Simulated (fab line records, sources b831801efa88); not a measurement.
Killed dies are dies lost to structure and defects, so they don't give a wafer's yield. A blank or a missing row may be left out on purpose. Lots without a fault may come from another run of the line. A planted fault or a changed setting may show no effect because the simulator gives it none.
fab line records | flow sky130
record lots=5 wafers=15 last_day=52
route steps=708 shown FIELD_ISO@25 NWELL@32 DNWELL@35 PWDE@45
lots that met no fault: from a run of the same line without faults
start_h: hours from the record's first day to the start of the lot's first wafer shown | wait_h: hours since the lot's step before | " the same as in the row above | L1.1+2: a row that stands for several wafers | - no value, or no start given | * or withheld: withheld | < > ~ a bound
route shown NAME@n: a module of which the file shows steps, and the number in the route of the first | usual: mean/standard deviation of fault-free wafers | same: alike in all rows | chamber/n: place in a boat | sites: the reading at each site | _std_site: their standard deviation | _edge_site: outer sites' mean less inner sites' | radius_mm: how far each site lies from the wafer's centre | mask NAME#n: copy n | behind: the tool/chamber that last shaped the wafer | hold: why the lot was held/for how many hours/how that ended | device: the transistor (n, p or np) that didn't switch | end of line: the same wafers' tests at the end of the route | a step without rows: its recipe alone | killed: dies lost to structure and defects at the first sort, not the wafer's yield | map: a wafer's dies, x killed, . not, _ none there
set.NAME: the setting as run; set.NAME@STEP: as run at that earlier step | model.NAME: the simulator's own value behind a step, which no gauge read
lots at some steps of the route; a table a step, a row a wafer
services: from which hour (start_h, from the record's first day; less than 0 if before it) a tool's chamber was out of use, for how many hours, and why
## steps
# step SKY_FIELD_ISO_CVD_24
# recipe material=SiO2 target_thk_nm=595 temp_c=650 sigma_open_frac=0.3 time_s=99.2 sih4_flow_sccm=60 pressure_mtorr=6
# columns lot.wafer tool chamber start_h wait_h
L080.3+4+6 hdpcvd-02 0,1,0 61.19 0.0
L090.3+4+5 hdpcvd-01 1,2,0 113.84 0.0
L091.3+4+6 hdpcvd-02 2,1,0 120.42 0.0
L094.2+3+6 hdpcvd-01 0,2,2 133.69 0.0
L096.1+4+5 hdpcvd-02 0,1,0 144.94 0.1
# step SKY_FIELD_ISO_THK_MEAS_25
# recipe reads=SiO2_of_FIELD_ISO_CVD_24
# usual FIELD_ISO_CVD_24_THK=597/6.5
# columns lot.wafer tool chamber start_h wait_h FIELD_ISO_CVD_24_THK[nm]
L080.3 film_metro-01 - 61.28 0.1 604
L080.4 " - " " 603
L080.6 " - " " 602
L090.3 film_metro-01 - 113.93 0.1 605
L090.4 " - " " 590
L090.5 " - " " 588
L091.3 film_metro-03 - 120.51 0.1 592
L091.4 " - " " 597
L091.6 " - " " 608
L094.2 film_metro-02 - 133.77 0.0 595
L094.3 " - " " 600
L094.6 " - " " 600
L096.1 film_metro-03 - 145.01 0.0 595
L096.4 " - " " 587
L096.5 " - " " 596
# step SKY_FIELD_ISO_ANNEAL_26
# recipe temp_c=1000 time_s=1800 ambient=N2
# usual zone_power_upper_pct=25.2/0.59
# columns lot.wafer tool chamber start_h wait_h zone_power_upper_pct
L080.3 furnace-02 0 61.92 0.6 24.7
L080.4 " 0 " " 24.4
L080.6 " 0 " " 24.5
L090.3 furnace-01 0 116.28 2.3 26.6
L090.4 " 0 " " 25.5
L090.5 " 0 " " 25.5
L091.3 furnace-02 0 122.28 1.8 24.8
L091.4 " 0 " " 25.0
L091.6 " 0 " " 24.5
L094.2 furnace-01 0 134.79 1.0 26.2
L094.3 " 0 " " 25.8
L094.6 " 0 " " 25.2
L096.1 furnace-02 0 145.07 0.1 24.8
L096.4 " 0 " " 24.8
L096.5 " 0 " " 24.9
# step SKY_FIELD_ISO_CMP_27
# recipe stop_on=Si3N4 t_overpolish_s=16 down_force_psi=4 platen_rpm=60 target_thk_nm=457.8 pad_velocity_m_s=0.94248
# usual head_pressure_psi=4.000/0.0094 motor_current_A=11.6/1.2 overpolish_run_s=16.000/0.0094 time_to_endpoint_s=110/3.7
# columns lot.wafer tool chamber start_h wait_h head_pressure_psi motor_current_A overpolish_run_s time_to_endpoint_s
L080.3 cmp-01 0 63.42 0.0 4.017 10.9 15.988 116
L080.4 " 1 " " 4.002 12.6 16.001 111
L080.6 " 1 " " 4.001 12.6 15.991 109
L090.4 cmp-01 3 117.78 0.0 3.978 13.8 16.009 102
L090.3 " 0 " " 3.991 10.7 16.004 111
L090.5 " 3 " " 3.997 14.2 15.998 102
L091.3 cmp-02 3 123.83 0.1 3.986 11.4 16.009 110
L091.4 " 0 " " 3.989 11.2 15.998 114
L091.6 " 3 " " 4.010 11.3 16.009 113
L094.3 cmp-01 1 136.34 0.1 3.995 12.7 15.991 112
L094.2 " 2 " " 4.002 10.5 16.001 108
L094.6 " 0 " " 4.003 11.3 15.995 116
L096.1 cmp-01 2 146.57 0.0 3.982 10.4 15.998 112
L096.4 " 1 " " 4.000 12.6 16.012 109
L096.5 " 2 " " 3.992 10.2 16.000 117
# step SKY_FIELD_ISO_WET_ETCH_28
# recipe chemistry=dHF target_depth_nm=23.7 target=SiO2 dilution=10:1 temp_c=25 time_s=47
# columns lot.wafer tool chamber start_h wait_h
L080.3+4+6 wet_bench-02 3 63.72 0.2
L090.3+4+5 wet_bench-04 1 118.08 0.2
L091.3+4+6 wet_bench-02 3 124.08 0.2
L094.2+3+6 wet_bench-03 2 136.59 0.1
L096.1+4+5 wet_bench-02 0 146.87 0.2
# step SKY_FIELD_ISO_WET_ETCH_29
# recipe chemistry=H3PO4 target_depth_nm=160 target=Si3N4 temp_c=160 time_s=1825
# columns lot.wafer tool chamber start_h wait_h
L080.3+4+6 wet_bench-03 3 63.74 0.0
L090.3+4+5 wet_bench-02 1 118.10 0.0
L091.3+4+6 wet_bench-03 1 124.11 0.0
L094.2+3+6 wet_bench-03 2 136.61 0.0
L096.1+4+5 wet_bench-04 1 146.89 0.0
# step SKY_FIELD_ISO_WET_ETCH_30
# recipe chemistry=dHF target_depth_nm=25 target=SiO2 dilution=10:1 temp_c=25 time_s=51.47
# columns lot.wafer tool chamber start_h wait_h
L080.3+4+6 wet_bench-04 3 64.30 0.0
L090.3+4+5 wet_bench-03 3 118.66 0.0
L091.3+4+6 wet_bench-04 2 124.62 0.0
L094.2+3+6 wet_bench-02 1 137.13 0.0
L096.1+4+5 wet_bench-03 1 147.40 0.0
# step SKY_NWELL_CLEAN_00
# recipe chemistry=SC1/SC2 mix=1:4:20 temp_c=70 time_s=150 dry=n2_spin
# columns lot.wafer tool chamber start_h wait_h
L080.3+4+6 wet_bench-02 0 64.32 0.0
L090.3+4+5 wet_bench-04 3 118.69 0.0
L091.3+4+6 wet_bench-02 1 124.64 0.0
L094.2+3+6 wet_bench-03 3 137.15 0.0
L096.1+4+5 wet_bench-02 2 147.43 0.0
# step SKY_NWELL_OXIDATION_01
# recipe temp_c=900 ambient=O2 stabilise_s=600 purge_s=300 target_thk_a=100 ox_time_s=1418
# usual zone_power_upper_pct=20.1/0.42
# columns lot.wafer tool chamber start_h wait_h zone_power_upper_pct
L080.3 furnace-01 0 64.37 0.0 20.2
L080.4 " 0 " " 20.6
L080.6 " 0 " " 20.6
L090.3 furnace-02 0 119.48 0.7 19.2
L090.4 " 0 " " 19.5
L090.5 " 0 " " 19.5
L091.3 furnace-01 0 126.22 1.5 20.6
L091.4 " 0 " " 20.4
L091.6 " 0 " " 20.2
L094.2 furnace-01 0 139.15 1.9 20.7
L094.3 " 0 " " 20.2
L094.6 " 0 " " 20.2
L096.1 furnace-01 0 147.79 0.3 20.4
L096.4 " 0 " " 20.1
L096.5 " 0 " " 20.2
# step SKY_NWELL_THK_MEAS_02
# recipe reads=SiO2_of_NWELL_OXIDATION_01
# usual NWELL_OXIDATION_THK=10.05/0.2
# columns lot.wafer tool chamber start_h wait_h NWELL_OXIDATION_THK[nm]
L080.3 film_metro-01 - 65.79 0.0 9.93
L080.4 " - " " 10.38
L080.6 " - " " 10.15
L090.3 film_metro-03 - 120.91 0.0 10.01
L090.4 " - " " 10.10
L090.5 " - " " 10.37
L091.3 film_metro-01 - 127.64 0.0 9.83
L091.4 " - " " 10.06
L091.6 " - " " 9.85
L094.2 film_metro-01 - 140.55 0.0 9.91
L094.3 " - " " 9.99
L094.6 " - " " 9.81
L096.1 film_metro-03 - 149.19 0.0 9.80
L096.4 " - " " 9.89
L096.5 " - " " 9.82
# step SKY_DNWELL_DEHYDRATE_00
# recipe temp_c=200 time_s=60
# columns lot.wafer tool chamber start_h wait_h
L080.3+4+6 litho_track-02 0 75.04 9.2
L090.3+4+5 litho_track-04 0 130.04 9.1
L091.3+4+6 litho_track-02 0 135.79 8.1
L094.2+3+6 litho_track-02 0 149.07 8.5
L096.1+4+5 litho_track-02 0 158.79 9.6
# step SKY_DNWELL_HMDS_01
# recipe prime_time_s=60 prime_temp_c=120
# columns lot.wafer tool chamber start_h wait_h
L080.3+4+6 litho_track-02 0 75.19 0.1
L090.3+4+5 litho_track-04 0 130.19 0.1
L091.3+4+6 litho_track-02 0 135.94 0.1
L094.2+3+6 litho_track-02 0 149.22 0.1
L096.1+4+5 litho_track-02 0 158.94 0.1
# step SKY_DNWELL_COAT_02
# recipe spin_rpm=2000 resist_thk_nm=3000
# columns lot.wafer tool chamber start_h wait_h
L080.3+4+6 litho_track-02 0 75.34 0.1
L090.3+4+5 litho_track-04 0 130.34 0.1
L091.3+4+6 litho_track-02 0 136.09 0.1
L094.2+3+6 litho_track-02 0 149.37 0.1
L096.1+4+5 litho_track-02 0 159.09 0.1
# step SKY_DNWELL_SOFTBAKE_03
# recipe temp_c=110 time_s=withheld
# columns lot.wafer tool chamber start_h wait_h
L080.3+4+6 litho_track-02 0 75.51 0.1
L090.3+4+5 litho_track-04 0 130.51 0.1
L091.3+4+6 litho_track-02 0 136.26 0.1
L094.2+3+6 litho_track-02 0 149.53 0.1
L096.1+4+5 litho_track-02 0 159.24 0.1
# step SKY_DNWELL_EXPOSE_04
# recipe mask_id=DNM na=0.57 target_cd_nm=3000 dose_mj=222
# usual focus_offset_nm=-0.1/0.48
# columns lot.wafer tool chamber start_h wait_h mask focus_offset_nm
L080.3 iline_stepper-01 0 - - DNM#0 0.9
L080.4 " 0 " " DNM#0 -0.2
L080.6 " 0 " " DNM#0 -0.2
L090.3 iline_stepper-01 0 - - DNM#0 0.3
L090.4 " 0 " " DNM#0 -0.4
L090.5 " 0 " " DNM#0 -1.0
L091.3 iline_stepper-02 0 - - DNM#0 0.5
L091.4 " 0 " " DNM#0 0.0
L091.6 " 0 " " DNM#0 0.4
L094.2 iline_stepper-02 0 - - DNM#0 -0.1
L094.3 " 0 " " DNM#0 0.4
L094.6 " 0 " " DNM#0 0.0
L096.1 iline_stepper-01 0 - - DNM#0 -0.2
L096.4 " 0 " " DNM#0 0.1
L096.5 " 0 " " DNM#0 -0.5
# step SKY_DNWELL_PEB_05
# recipe temp_c=115 time_s=withheld
# columns lot.wafer tool chamber start_h wait_h
L080.3+4+6 litho_track-01 0 - -
L090.3+4+5 litho_track-02 0 - -
L091.3+4+6 litho_track-01 0 - -
L094.2+3+6 litho_track-04 0 - -
L096.1+4+5 litho_track-01 0 - -
# step SKY_DNWELL_DEVELOP_06
# recipe wall_angle_deg=90 developer=TMAH develop_time_s=60 dev_temp_c=23
# columns lot.wafer tool chamber start_h wait_h
L080.3+4+6 litho_track-01 0 - -
L090.3+4+5 litho_track-02 0 - -
L091.3+4+6 litho_track-01 0 - -
L094.2+3+6 litho_track-04 0 - -
L096.1+4+5 litho_track-01 0 - -
# step SKY_DNWELL_IMPLANT_07
# recipe species=P energy_kev=withheld dose_cm2=withheld tilt_deg=withheld
# columns lot.wafer tool chamber start_h wait_h
L080.3+4+6 implanter-01 0 83.75 -
L090.3+4+5 implanter-02 0 139.64 -
L091.3+4+6 implanter-01 0 146.10 -
L094.2+3+6 implanter-01 0 160.37 -
L096.1+4+5 implanter-03 0 169.70 -
# step SKY_DNWELL_STRIP_08
# recipe chemistry=O2/N2 power_w=1400 pressure_mtorr=1500 platen_temp_c=withheld o2_flow_sccm=3000 n2_flow_sccm=300 overash_fraction=0.5
# usual drypump_motor_current_A=5.86/0.19 oes_product_au=0.722/0.0048 strip_time_to_endpoint_s=36.90/0.097
# columns lot.wafer tool chamber start_h wait_h drypump_motor_current_A oes_product_au rf_hours_counter_h strip_time_to_endpoint_s
L080.3 plasma_asher-04 1 83.89 0.1 5.73 0.719 - 37.01
L080.4 " 0 " " 6.03 0.724 - 37.04
L080.6 " 1 " " 5.73 0.720 - 37.01
L090.3 plasma_asher-04 1 139.78 0.1 5.73 0.726 - 36.99
L090.4 " 0 " " 6.04 0.721 - 37.11
L090.5 " 1 " " 5.73 0.719 - 37.03
L091.3 plasma_asher-02 0 146.24 0.1 5.54 0.724 - 36.70
L091.4 " 1 " " 6.02 0.716 - 36.94
L091.6 " 0 " " 5.53 0.714 - 36.87
L094.2 plasma_asher-02 1 160.49 0.1 6.03 0.716 42 36.84
L094.3 " 0 " " 5.56 0.728 - 36.87
L094.6 " 1 " " 6.00 0.721 - 36.76
L096.1 plasma_asher-04 0 169.85 0.1 6.05 0.721 5 36.81
L096.4 " 1 " " 5.73 0.722 - 36.82
L096.5 " 0 " " 6.04 0.726 - 36.77
# step SKY_DNWELL_TW_MEAS_09
# usual DNWELL_TW=1107/8.6
# columns lot.wafer tool chamber start_h wait_h DNWELL_TW
L080.3 film_metro-04 - 83.97 0.1 1108
L080.4 " - " " 1104
L080.6 " - " " 1096
L090.3 film_metro-01 - 139.86 0.1 1103
L090.4 " - " " 1112
L090.5 " - " " 1110
L091.3 film_metro-01 - 146.32 0.1 1114
L091.4 " - " " 1113
L091.6 " - " " 1120
L094.2 film_metro-03 - 160.60 0.1 1104
L094.3 " - " " 1097
L094.6 " - " " 1107
L096.1 film_metro-03 - 169.95 0.1 1091
L096.4 " - " " 1096
L096.5 " - " " 1092
# step SKY_PWDE_DEHYDRATE_00
# recipe temp_c=200 time_s=60
# columns lot.wafer tool chamber start_h wait_h
L080.3+4+6 litho_track-01 0 93.15 9.2
L090.3+4+5 litho_track-01 0 148.30 8.4
L091.3+4+6 litho_track-04 0 155.84 9.5
L094.2+3+6 litho_track-03 0 170.57 10.0
L096.1+4+5 litho_track-04 0 180.54 10.6
# step SKY_PWDE_HMDS_01
# recipe prime_time_s=60 prime_temp_c=120
# columns lot.wafer tool chamber start_h wait_h
L080.3+4+6 litho_track-01 0 93.30 0.1
L090.3+4+5 litho_track-01 0 148.45 0.1
L091.3+4+6 litho_track-04 0 155.99 0.1
L094.2+3+6 litho_track-03 0 170.72 0.1
L096.1+4+5 litho_track-04 0 180.69 0.1
# step SKY_PWDE_COAT_02
# recipe spin_rpm=2000 resist_thk_nm=3000
# columns lot.wafer tool chamber start_h wait_h
L080.3+4+6 litho_track-01 0 93.45 0.1
L090.3+4+5 litho_track-01 0 148.60 0.1
L091.3+4+6 litho_track-04 0 156.14 0.1
L094.2+3+6 litho_track-03 0 170.87 0.1
L096.1+4+5 litho_track-04 0 180.84 0.1
# step SKY_PWDE_SOFTBAKE_03
# recipe temp_c=110 time_s=withheld
# columns lot.wafer tool chamber start_h wait_h
L080.3+4+6 litho_track-01 0 93.62 0.1
L090.3+4+5 litho_track-01 0 148.77 0.1
L091.3+4+6 litho_track-04 0 156.31 0.1
L094.2+3+6 litho_track-03 0 171.03 0.1
L096.1+4+5 litho_track-04 0 180.99 0.1
# step SKY_PWDE_EXPOSE_04
# recipe mask_id=PWDEM na=0.6 source_shape=conventional sigma_outer=0.6 polarization=unpolarized target_cd_nm=840 dose_mj=214
# usual focus_offset_nm=0.1/0.55
# columns lot.wafer tool chamber start_h wait_h mask focus_offset_nm
L080.3 iline_stepper-01 0 - - PWDEM#0 0.0
L080.4 " 0 " " PWDEM#0 1.1
L080.6 " 0 " " PWDEM#0 0.8
L090.3 iline_stepper-02 0 - - PWDEM#0 -0.3
L090.4 " 0 " " PWDEM#0 0.6
L090.5 " 0 " " PWDEM#0 0.7
L091.3 iline_stepper-01 0 - - PWDEM#0 0.9
L091.4 " 0 " " PWDEM#0 -0.3
L091.6 " 0 " " PWDEM#0 0.5
L094.2 iline_stepper-01 0 - - PWDEM#0 0.9
L094.3 " 0 " " PWDEM#0 -0.4
L094.6 " 0 " " PWDEM#0 0.4
L096.1 iline_stepper-01 0 - - PWDEM#0 -0.5
L096.4 " 0 " " PWDEM#0 -0.5
L096.5 " 0 " " PWDEM#0 -0.6
# step SKY_PWDE_PEB_05
# recipe temp_c=115 time_s=withheld
# columns lot.wafer tool chamber start_h wait_h
L080.3+4+6 litho_track-04 0 - -
L090.3+4+5 litho_track-03 0 - -
L091.3+4+6 litho_track-01 0 - -
L094.2+3+6 litho_track-01 0 - -
L096.1+4+5 litho_track-01 0 - -
# step SKY_PWDE_DEVELOP_06
# recipe wall_angle_deg=90 developer=TMAH develop_time_s=60 dev_temp_c=23
# columns lot.wafer tool chamber start_h wait_h
L080.3+4+6 litho_track-04 0 - -
L090.3+4+5 litho_track-03 0 - -
L091.3+4+6 litho_track-01 0 - -
L094.2+3+6 litho_track-01 0 - -
L096.1+4+5 litho_track-01 0 - -
# step SKY_PWDE_OVL_MEAS_07
# usual PWDE_OVL=-0.3/1.7
# columns lot.wafer tool chamber start_h wait_h PWDE_OVL[nm]
L080.3 overlay-02 - 101.71 - 1.7
L080.4 " - " " 2.2
L080.6 " - " " -0.5
L090.3 overlay-01 - 158.96 - -0.6
L090.4 " - " " -1.7
L090.5 " - " " 0.9
L091.3 overlay-02 - 166.91 - 0.8
L091.4 " - " " -0.9
L091.6 " - " " 0.4
L094.2 overlay-02 - 182.76 - 0.4
L094.3 " - " " -0.5
L094.6 " - " " 0.6
L096.1 overlay-02 - 192.15 - 2.2
L096.4 " - " " 2.0
L096.5 " - " " 0.8
# step SKY_PWDE_IMPLANT_08
# recipe species=B energy_kev=150 dose_cm2=3.6e+12 tilt_deg=withheld
# columns lot.wafer tool chamber start_h wait_h
L080.3+4+6 implanter-02 0 101.78 0.1
L090.3+4+5 implanter-04 0 159.03 0.1
L091.3+4+6 implanter-03 0 166.99 0.1
L094.2+3+6 implanter-03 0 182.81 0.0
L096.1+4+5 implanter-04 0 192.19 0.0
# step SKY_PWDE_STRIP_09
# recipe chemistry=O2/N2 power_w=1400 pressure_mtorr=1500 platen_temp_c=withheld o2_flow_sccm=3000 n2_flow_sccm=300 overash_fraction=0.5
# usual drypump_motor_current_A=5.9/0.47 oes_product_au=0.723/0.0046 strip_time_to_endpoint_s=36.93/0.099
# columns lot.wafer tool chamber start_h wait_h drypump_motor_current_A oes_product_au rf_hours_counter_h strip_time_to_endpoint_s
L080.3 plasma_asher-01 1 101.91 0.1 6.1 0.728 - 36.91
L080.4 " 0 " " 5.8 0.723 - 36.81
L080.6 " 1 " " 6.0 0.728 - 37.03
L090.3 plasma_asher-01 0 159.16 0.1 5.8 0.720 - 36.81
L090.4 " 1 " " 6.0 0.734 - 37.01
L090.5 " 1 " " 6.0 0.724 - 36.85
L091.3 plasma_asher-01 0 167.12 0.1 5.8 0.719 - 37.03
L091.4 " 1 " " 6.0 0.719 - 36.92
L091.6 " 0 " " 5.8 0.724 - 36.87
L094.2 plasma_asher-04 1 182.94 0.1 5.7 0.728 6 36.83
L094.3 " 0 " " 6.1 0.713 - 36.84
L094.6 " 1 " " 5.7 0.725 - 36.95
L096.1 plasma_asher-03 1 192.34 0.1 6.7 0.721 48 36.95
L096.4 " 0 " " 5.0 0.724 - 37.08
L096.5 " 0 " " 5.0 0.725 - 37.01
# step SKY_PWDE_TW_MEAS_10
# usual PWDE_TW=370.7/2.7
# columns lot.wafer tool chamber start_h wait_h PWDE_TW
L080.3 film_metro-03 - 102.00 0.1 367.6
L080.4 " - " " 368.7
L080.6 " - " " 369.4
L090.3 film_metro-03 - 159.25 0.1 370.2
L090.4 " - " " 372.7
L090.5 " - " " 371.5
L091.3 film_metro-03 - 167.21 0.1 369.4
L091.4 " - " " 366.8
L091.6 " - " " 369.1
L094.2 film_metro-01 - 183.05 0.1 373.6
L094.3 " - " " 374.8
L094.6 " - " " 373.4
L096.1 film_metro-01 - 192.44 0.1 373.6
L096.4 " - " " 376.7
L096.5 " - " " 375.8
# step SKY_NWELL_DEHYDRATE_03
# recipe temp_c=200 time_s=60
# columns lot.wafer tool chamber start_h wait_h
L080.3+4+6 litho_track-03 0 110.74 8.7
L090.3+4+5 litho_track-03 0 169.34 10.1
L091.3+4+6 litho_track-03 0 178.04 10.8
L094.2+3+6 litho_track-03 0 193.32 10.3
L096.1+4+5 litho_track-03 0 203.54 11.1
# step SKY_NWELL_HMDS_04
# recipe prime_time_s=60 prime_temp_c=120
# columns lot.wafer tool chamber start_h wait_h
L080.3+4+6 litho_track-03 0 110.89 0.1
L090.3+4+5 litho_track-03 0 169.49 0.1
L091.3+4+6 litho_track-03 0 178.19 0.1
L094.2+3+6 litho_track-03 0 193.47 0.1
L096.1+4+5 litho_track-03 0 203.69 0.1
# step SKY_NWELL_COAT_05
# recipe spin_rpm=2000 resist_thk_nm=3000
# columns lot.wafer tool chamber start_h wait_h
L080.3+4+6 litho_track-03 0 111.04 0.1
L090.3+4+5 litho_track-03 0 169.64 0.1
L091.3+4+6 litho_track-03 0 178.34 0.1
L094.2+3+6 litho_track-03 0 193.62 0.1
L096.1+4+5 litho_track-03 0 203.84 0.1
# step SKY_NWELL_SOFTBAKE_06
# recipe temp_c=111.2 time_s=withheld
# columns lot.wafer tool chamber start_h wait_h
L080.3+4+6 litho_track-03 0 111.21 0.1
L090.3+4+5 litho_track-03 0 169.81 0.1
L091.3+4+6 litho_track-03 0 178.51 0.1
L094.2+3+6 litho_track-03 0 193.78 0.1
L096.1+4+5 litho_track-03 0 203.99 0.1
# step SKY_NWELL_EXPOSE_07
# recipe mask_id=NWM na=0.6 source_shape=conventional sigma_outer=0.6 polarization=unpolarized target_cd_nm=840 dose_mj=255
# usual focus_offset_nm=0.0/0.48
# columns lot.wafer tool chamber start_h wait_h mask focus_offset_nm
L080.3 iline_stepper-02 0 - - NWM#0 -0.2
L080.4 " 0 " " NWM#0 0.9
L080.6 " 0 " " NWM#0 0.0
L090.3 iline_stepper-01 0 - - NWM#0 0.5
L090.4 " 0 " " NWM#0 -0.1
L090.5 " 0 " " NWM#0 0.2
L091.3 iline_stepper-01 0 - - NWM#0 0.3
L091.4 " 0 " " NWM#0 0.1
L091.6 " 0 " " NWM#0 0.3
L094.2 iline_stepper-01 0 - - NWM#0 0.5
L094.3 " 0 " " NWM#0 0.2
L094.6 " 0 " " NWM#0 -0.4
L096.1 iline_stepper-01 0 - - NWM#0 0.3
L096.4 " 0 " " NWM#0 0.5
L096.5 " 0 " " NWM#0 -0.3
# step SKY_NWELL_PEB_08
# recipe temp_c=115 time_s=withheld
# columns lot.wafer tool chamber start_h wait_h
L080.3+4+6 litho_track-03 0 - -
L090.3+4+5 litho_track-03 0 - -
L091.3+4+6 litho_track-02 0 - -
L094.2+3+6 litho_track-02 0 - -
L096.1+4+5 litho_track-03 0 - -
# step SKY_NWELL_DEVELOP_09
# recipe wall_angle_deg=90 developer=TMAH develop_time_s=60 dev_temp_c=23
# columns lot.wafer tool chamber start_h wait_h
L080.3+4+6 litho_track-03 0 - -
L090.3+4+5 litho_track-03 0 - -
L091.3+4+6 litho_track-02 0 - -
L094.2+3+6 litho_track-02 0 - -
L096.1+4+5 litho_track-03 0 - -
# step SKY_NWELL_OVL_MEAS_10
# usual NWELL_00_OVL=0.7/1.3
# columns lot.wafer tool chamber start_h wait_h NWELL_00_OVL[nm]
L080.3 overlay-01 - 120.26 - 0.6
L080.4 " - " " 1.2
L080.6 " - " " 2.3
L090.3 overlay-01 - 181.05 - 0.0
L090.4 " - " " -0.3
L090.5 " - " " 1.9
L091.3 overlay-02 - 189.36 - 2.7
L091.4 " - " " 0.4
L091.6 " - " " 1.6
L094.2 overlay-02 - 205.95 - 3.4
L094.3 " - " " 1.7
L094.6 " - " " -0.6
L096.1 overlay-01 - 214.84 - -0.4
L096.4 " - " " 0.0
L096.5 " - " " 1.0
# step SKY_NWELL_IMPLANT_11
# recipe species=P energy_kev=400 dose_cm2=1.9e+13 tilt_deg=withheld
# columns lot.wafer tool chamber start_h wait_h
L080.3+4+6 implanter-04 0 120.33 0.1
L090.3+4+5 implanter-01 0 181.13 0.1
L091.3+4+6 implanter-03 0 189.43 0.1
L094.2+3+6 implanter-04 0 206.00 0.0
L096.1+4+5 implanter-04 0 214.88 0.0
# step SKY_NWELL_IMPLANT_12
# recipe species=P energy_kev=120 dose_cm2=1.3e+12 tilt_deg=withheld
# columns lot.wafer tool chamber start_h wait_h
L080.3+4+6 implanter-04 0 120.48 0.1
L090.3+4+5 implanter-01 0 181.28 0.1
L091.3+4+6 implanter-03 0 189.58 0.1
L094.2+3+6 implanter-04 0 206.15 0.1
L096.1+4+5 implanter-04 0 215.03 0.1
# step SKY_NWELL_IMPLANT_13
# recipe species=P energy_kev=50 dose_cm2=7e+11 tilt_deg=withheld
# columns lot.wafer tool chamber start_h wait_h
L080.3+4+6 implanter-04 0 120.63 0.1
L090.3+4+5 implanter-01 0 181.43 0.1
L091.3+4+6 implanter-03 0 189.73 0.1
L094.2+3+6 implanter-04 0 206.30 0.1
L096.1+4+5 implanter-04 0 215.18 0.1
# step SKY_NWELL_STRIP_14
# recipe chemistry=O2/N2 power_w=1400 pressure_mtorr=1500 platen_temp_c=withheld o2_flow_sccm=3000 n2_flow_sccm=300 overash_fraction=0.5
# usual drypump_motor_current_A=5.9/0.65 oes_product_au=0.722/0.0041 strip_time_to_endpoint_s=36.78/0.095
# columns lot.wafer tool chamber start_h wait_h drypump_motor_current_A oes_product_au rf_hours_counter_h strip_time_to_endpoint_s
L080.3 plasma_asher-03 1 120.76 0.1 6.7 0.726 - 36.74
L080.4 " 0 " " 5.0 0.719 - 36.73
L080.6 " 1 " " 6.7 0.729 - 36.79
L090.3 plasma_asher-03 1 181.56 0.1 6.7 0.722 - 36.73
L090.4 " 0 " " 5.0 0.720 - 36.78
L090.5 " 1 " " 6.7 0.718 - 36.89
L091.3 plasma_asher-01 1 189.86 0.1 6.0 0.723 - 36.78
L091.4 " 0 " " 5.8 0.728 - 36.79
L091.6 " 0 " " 5.8 0.721 - 36.80
L094.2 plasma_asher-03 0 206.43 0.1 5.0 0.720 50 36.91
L094.3 " 1 " " 6.7 0.725 - 36.92
L094.6 " 1 " " 6.7 0.723 - 36.79
L096.1 plasma_asher-03 0 215.33 0.1 5.0 0.713 51 36.54
L096.4 " 0 " " 5.0 0.732 - 36.64
L096.5 " 1 " " 6.7 0.722 - 36.61
# step SKY_NWELL_TW_MEAS_15
# usual NWELL_TW=1810/12
# columns lot.wafer tool chamber start_h wait_h NWELL_TW
L080.3 film_metro-03 - 120.85 0.1 1785
L080.4 " - " " 1787
L080.6 " - " " 1785
L090.3 film_metro-04 - 181.65 0.1 1812
L090.4 " - " " 1809
L090.5 " - " " 1820
L091.3 film_metro-04 - 189.95 0.1 1807
L091.4 " - " " 1804
L091.6 " - " " 1806
L094.2 film_metro-01 - 206.54 0.1 1821
L094.3 " - " " 1837
L094.6 " - " " 1816
L096.1 film_metro-01 - 215.43 0.1 1829
L096.4 " - " " 1824
L096.5 " - " " 1823
# step SKY_NWELL_DEHYDRATE_16
# recipe temp_c=200 time_s=60
# columns lot.wafer tool chamber start_h wait_h
L080.3+4+6 litho_track-02 0 129.84 9.0
L090.3+4+5 litho_track-03 0 192.09 10.4
L091.3+4+6 litho_track-03 0 200.54 10.6
L094.2+3+6 litho_track-02 0 216.97 10.4
L096.1+4+5 litho_track-03 0 227.34 11.9
# step SKY_NWELL_HMDS_17
# recipe prime_time_s=60 prime_temp_c=120
# columns lot.wafer tool chamber start_h wait_h
L080.3+4+6 litho_track-02 0 129.99 0.1
L090.3+4+5 litho_track-03 0 192.24 0.1
L091.3+4+6 litho_track-03 0 200.69 0.1
L094.2+3+6 litho_track-02 0 217.12 0.1
L096.1+4+5 litho_track-03 0 227.49 0.1
# step SKY_NWELL_COAT_18
# recipe spin_rpm=2000 resist_thk_nm=3000
# columns lot.wafer tool chamber start_h wait_h
L080.3+4+6 litho_track-02 0 130.14 0.1
L090.3+4+5 litho_track-03 0 192.39 0.1
L091.3+4+6 litho_track-03 0 200.84 0.1
L094.2+3+6 litho_track-02 0 217.27 0.1
L096.1+4+5 litho_track-03 0 227.64 0.1
# step SKY_NWELL_SOFTBAKE_19
# recipe temp_c=110 time_s=withheld
# columns lot.wafer tool chamber start_h wait_h
L080.3+4+6 litho_track-02 0 130.31 0.1
L090.3+4+5 litho_track-03 0 192.56 0.1
L091.3+4+6 litho_track-03 0 201.01 0.1
L094.2+3+6 litho_track-02 0 217.43 0.1
L096.1+4+5 litho_track-03 0 227.79 0.1
## services
# columns tool chamber start_h hours kind
iline_stepper-02 - 61.58 12.0 repair
cmp-01 - 64.00 4.0 pm
implanter-03 - 66.24 2.2 repair
wet_bench-04 - 67.35 4.2 repair
cmp-01 - 85.35 0.5 repair
implanter-03 - 85.37 4.2 pm
implanter-01 - 91.54 6.0 repair
implanter-04 - 91.62 0.9 repair
plasma_asher-01 - 103.64 1.5 repair
implanter-03 - 108.34 0.6 repair
plasma_asher-04 - 108.83 9.0 pm
implanter-03 - 109.57 6.2 repair
furnace-02 - 113.78 2.8 pm
cmp-01 - 129.18 6.3 pm
implanter-04 - 130.90 4.5 pm
iline_stepper-01 - 147.13 5.1 repair
implanter-04 - 148.63 8.8 repair
plasma_asher-03 - 150.83 0.7 repair
iline_stepper-01 - 153.00 1.7 pm
implanter-01 - 154.93 5.0 pm
furnace-01 - 198.74 2.9 pm
wet_bench-04 - 214.76 4.4 pm
iline_stepper-01 - 217.37 2.1 pm
implanter-03 - 227.25 2.9 repair
## key
fault none
